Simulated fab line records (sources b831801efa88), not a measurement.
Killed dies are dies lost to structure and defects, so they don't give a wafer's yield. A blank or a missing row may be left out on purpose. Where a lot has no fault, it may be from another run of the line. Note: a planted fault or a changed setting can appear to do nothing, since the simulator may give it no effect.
Split-lot trial    flow gf180mcu    5 lots, 23 wafers read, on a route of 602 steps

== ABOUT THE SPLIT ==
At GF_MVSD_COAT_02 (resist thk 3000 nm), the setting spinRpm was moved away from the recipe's 2000 rpm on 4 of the 23 wafers read, by -3.7% to +2.4%. All remaining wafers had this setting at the recipe value.

The reading is taken at the split's own step.

== THE READING ==
coat_of_MVSD_COAT_02.thkNm (the simulator's own value, which no gauge read), in nm, at GF_MVSD_COAT_02 (resist thk 3000 nm). No usual value for it is given in the file. Across the 19 wafers here that went through the recipe, the average is 3002 nm and the standard deviation 7.9 nm.

wafer   tool, chamber at the split  spinRpm as run, rpm  against the recipe  coat_of_MVSD_COAT_02.thkNm, nm  against lot-mates on the recipe
L077.1  lithoTrack-01, 0            2000                 recipe              3008                            -
L077.2  lithoTrack-01, 0            2000                 recipe              3012                            -
L077.4  lithoTrack-01, 0            2000                 recipe              3011                            -
L077.5  lithoTrack-01, 0            2000                 recipe              3004                            -
L077.6  lithoTrack-01, 0            2000                 recipe              3010                            -
L079.1  lithoTrack-01, 0            2000                 recipe              3000                            -
L079.2  lithoTrack-01, 0            1925                 -3.7%               3060                            +60
L079.3  lithoTrack-01, 0            2000                 recipe              3001                            -
L079.4  lithoTrack-01, 0            1925                 -3.7%               3053                            +53
L079.5  lithoTrack-01, 0            2000                 recipe              2999                            -
L080.2  lithoTrack-03, 0            2000                 recipe              2989                            -
L080.3  lithoTrack-03, 0            2000                 recipe              2987                            -
L080.4  lithoTrack-03, 0            2049                 +2.4%               2962                            -31
L080.5  lithoTrack-03, 0            2049                 +2.4%               2952                            -41
L080.6  lithoTrack-03, 0            2000                 recipe              3002                            -
L081.1  lithoTrack-03, 0            2000                 recipe              3007                            -
L081.2  lithoTrack-03, 0            2000                 recipe              3010                            -
L081.3  lithoTrack-03, 0            2000                 recipe              3014                            -
L081.4  lithoTrack-03, 0            2000                 recipe              3000                            -
L081.5  lithoTrack-03, 0            2000                 recipe              2999                            -
L082.2  lithoTrack-03, 0            2000                 recipe              2990                            -
L082.5  lithoTrack-03, 0            2000                 recipe              2998                            -
L082.6  lithoTrack-03, 0            2000                 recipe              2992                            -

FIT RESULTS
A straight line over all 23 wafers: coat_of_MVSD_COAT_02.thkNm changes by -15.8 nm for each +1% of spinRpm; r = -0.94; the points scatter about the line by 8.1 nm.
The same after taking each lot's own level away (the mean of its wafers on the recipe; 23 wafers): -14.9 nm for each +1%; r = -0.98; scatter 4.6 nm.
That fit puts the effect of the largest move of spinRpm on the reading at 56 nm.
From 2992.7 to 3009.0 nm: that is the span of the lots' own levels, equal to 2.1 times the standard deviation above.
Hence the lot-to-lot level has little effect on the slope; both slopes agree.
Check: for one of the wafers moved furthest among these (-3.7%), held out of the fit, the line's prediction against its lot-mates is +53.6 nm. Against them it came out at +60 nm.

== FURTHER SPLITS ON THESE WAFERS ==
Other splits were also applied to these wafers ahead of the reading. Each is held against what the fit with the lots' levels taken away leaves over:
other split on the same wafers  wafers away from the commonest value  r with coat_of_MVSD_COAT_02.thkNm (lot level and that fit taken away)
GF_STI_CVD_03 tempC             10                                    -0.02
GF_STI_ETCH_13 sourceW          9                                     +0.10
GF_STI_WET_ETCH_26 timeS        18                                    -0.02
GF_STI_OXIDATION_29 oxTimeS     18                                    +0.00
GF_DNWELL_IMPLANT_07 energyKev  9                                     +0.07
GF_LVPWELL_COAT_02 spinRpm      6                                     +0.05

== THE WHOLE CHAIN: every reading that the file lists as answering this split, in the file's order ==
step              what it does        reading                                                                      change (the file's fit)                                                              r (the file's)
GF_MVSD_COAT_02   resist thk 3000 nm  coat_of_MVSD_COAT_02.thkNm (the simulator's own value, which no gauge read)  -14.9 nm for each +1% of the setting                                                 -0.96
GF_MVSD_STRIP_10  strips in O2/N2     stripTimeToEndpointS                                                         withheld for each +1% of the setting, in a fit together with tempC@MVSD_SOFTBAKE_03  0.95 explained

== FILE'S OWN FIT ==
coat_of_MVSD_COAT_02.thkNm changes by -14.9 nm for each +1% of spinRpm, r = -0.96.
